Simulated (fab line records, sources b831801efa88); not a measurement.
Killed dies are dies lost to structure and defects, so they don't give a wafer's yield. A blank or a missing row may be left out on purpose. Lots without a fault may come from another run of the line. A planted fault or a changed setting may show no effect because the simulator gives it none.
A struck lot beside a sound one | flow gf180mcu | 14 steps out of a route of 602
Sound: wafers L410.3, L410.5, L410.6. Struck: wafers L413.1, L413.3, L413.6. The cause comes at the end.
At each step with rows: each side's tool, then ch and its chambers, then its first start. Under that, the readings that differ: sound wafers | struck wafers | difference of the means | sigmas: that difference in standard deviations of wafers without a fault.
alike: readings whose means differ by less than 2 such deviations, and words and numbers that are the same on both sides. not compared: withheld readings, readings that some wafer has no value for, bounds like >300 that may hide the same value, and numbers for which the record gives no deviation and whose values overlap.
The two part at a step that has a row with sigmas, a row that says differs or no value, or rows on one side only. Numbers that don't overlap but have no deviation are shown without sigmas and don't part them. A reading that every wafer of one side lacks parts them only if that side has two wafers or more.

first, 3 steps without rows for these wafers: GF_NWELL_EXPOSE_04 (exposes mask Nwell, target cd 860 nm); GF_NWELL_PEB_05; GF_NWELL_DEVELOP_06 (develop time 60 s).
GF_NWELL_OVL_MEAS_07:
  sound on overlay-01, day 3 18:41; struck on overlay-01, day 4 10:52
  alike: NWELL_OVL
then, 2 steps without rows for these wafers: GF_NWELL_IMPLANT_08; GF_NWELL_IMPLANT_09.
GF_NWELL_STRIP_10: strips in O2/N2.
  sound on plasma_asher-04 ch 0,1, day 3 19:02; struck on plasma_asher-01 ch 0, day 4 11:13
  reading            | sound       | struck      | difference | sigmas
  heater_power_w (W) | 337 349 364 | 279 284 288 | -66        | -2
  alike: drypump_motor_current_A, n2_flow_sccm, oes_product_au, strip_time_to_endpoint_s
  not compared: rf_hours_counter_h
GF_NWELL_TW_MEAS_11:
  sound on film_metro-04, day 3 19:07; struck on film_metro-02, day 4 11:22
  alike: NWELL_TW
then, 4 steps without rows for these wafers: GF_LVPWELL_DEHYDRATE_00 (time 60 s); GF_LVPWELL_HMDS_01 (prime time 60 s); GF_LVPWELL_COAT_02 (resist thk 3000 nm); GF_LVPWELL_SOFTBAKE_03.
GF_LVPWELL_EXPOSE_04: exposes mask LVPWELL, target cd 600 nm.
  sound on iline_stepper-01 ch 0, day 4 01:40; struck on iline_stepper-01 ch 0, day 4 18:07
  reading | sound                         | struck                                 | difference | sigmas
  mask    | LVPWELL#0 LVPWELL#0 LVPWELL#0 | LVPWELL_R1#0 LVPWELL_R1#0 LVPWELL_R1#0 | differs    |
then, 1 step without rows for these wafers: GF_LVPWELL_PEB_05.

WHERE THEY PART
First at GF_NWELL_STRIP_10; last, within this record, at GF_LVPWELL_EXPOSE_04.

WHY: what the simulator had put in
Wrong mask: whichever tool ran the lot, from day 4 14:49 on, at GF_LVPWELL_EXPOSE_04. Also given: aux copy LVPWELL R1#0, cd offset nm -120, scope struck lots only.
